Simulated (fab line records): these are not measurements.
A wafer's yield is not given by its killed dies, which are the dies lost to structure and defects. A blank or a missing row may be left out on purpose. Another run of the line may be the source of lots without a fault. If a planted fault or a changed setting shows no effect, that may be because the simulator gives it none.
Problem report in the 8D (eight disciplines) form, filled by code / flow gf180mcu / the parts of the form that need people (team, actions taken, sign-off) are left out

1. THE PROBLEM
Across 3 wafers from 3 lots, HV_LDD_4_TW at GF_HV_LDD_TW_MEAS_50 averages 523, while fault-free wafers read 570 with a standard deviation of 3.8. That is -12 standard deviations from the usual mean.
First seen on wafer L130.5, day 14 17:42, on film metro-04. Wafers with a number at this step in the record: 34, from 12 lots. Rule for "out", or "out of limits": more than 4 standard deviations from the usual mean. The rest of the wafers with a number are treated as sound.

2. WHAT IT IS, AND WHAT IT ISN'T
question=which readings at this step | is=HV_LDD_4_TW | is not=-
question=which lots | is=L130, L131, L134 | is not=L124, L135, L138, L140, L141, L142, L143, L144, L146
question=which wafers of those lots | is=L130.5, L131.5, L134.1 | is not=L130.4, L131.4, L134.2, L134.3
question=read on which gauges | is=film metro-01, film metro-03, film metro-04 | is not=-
question=when | is=from day 14 17:42 | is not=up to then (4 sound wafers); but 27 sound wafers of L131, L134, L135, L138, L140, L141, L142, L143, L144, L146 came after

3. THE SUSPECTS, EACH WITH WHAT RULES IT OUT
Counting: any tool at a process step up to the reading remains a suspect provided it ran every lot that is out. Sound lots after the first of them don't rule it out here, since some wafers of a struck lot are sound.
- the gauge at GF_HV_LDD_TW_MEAS_50: ruled out. The wafers that are out were read on 3 gauges (film metro-01, film metro-03, film metro-04).
- implanter-01 at GF_HV_LDD_IMPLANT_48: kept. It ran every lot that is out, first L130 (day 14 17:29). On those wafers its own readings are out: beam on s, faraday current uA.
After counting, what remains is implanter-01 at GF_HV_LDD_IMPLANT_48.

4. THE CAUSE (what the simulator had put in)
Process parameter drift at GF_HV_LDD_IMPLANT_48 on implanter-01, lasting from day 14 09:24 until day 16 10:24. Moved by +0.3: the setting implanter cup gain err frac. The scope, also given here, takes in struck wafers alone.
The count eliminated every tool but this one.

5. THE CHAIN OF EFFECTS, in route order
One row per reading whose mean, taken over the struck wafers that have a number, lies over 3 standard deviations from the usual. Only readings for which the record gives a usual standard deviation are gone through. hours: the time from each lot's start at the first step in this table that gives one to its start at this step, as a median over the lots. sigmas: the change in usual standard deviations.
hours=0; step=GF_HV_LDD_IMPLANT_48; reading=beam on s; usual=9.99 s; on struck wafers=7.50; change=-2.49; sigmas=-12
hours=0; step=GF_HV_LDD_IMPLANT_48; reading=faraday current uA; usual=169; on struck wafers=226; change=+57; sigmas=+17
hours=0; step=GF_HV_LDD_TW_MEAS_50; reading=HV_LDD_4_TW; usual=570; on struck wafers=523; change=-47; sigmas=-12
The process steps in it:
- GF_HV_LDD_IMPLANT_48

6. WHAT WOULD HAVE CAUGHT IT SOONER
The first out-of-limits reading at a measuring or inspecting step in this record came at day 14 17:42, 8 hours after the fault's start at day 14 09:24.
The tool's own readings at GF_HV_LDD_IMPLANT_48 were out on every struck wafer that the step has a row for (beam on s, faraday current uA): an alarm limit on them would have fired on the first of those.
L131, L134, from the lots that are out (3), started GF_HV_LDD_IMPLANT_48 on implanter-01 later than day 14 17:42. A hold on the tool at that time would have spared those 2.
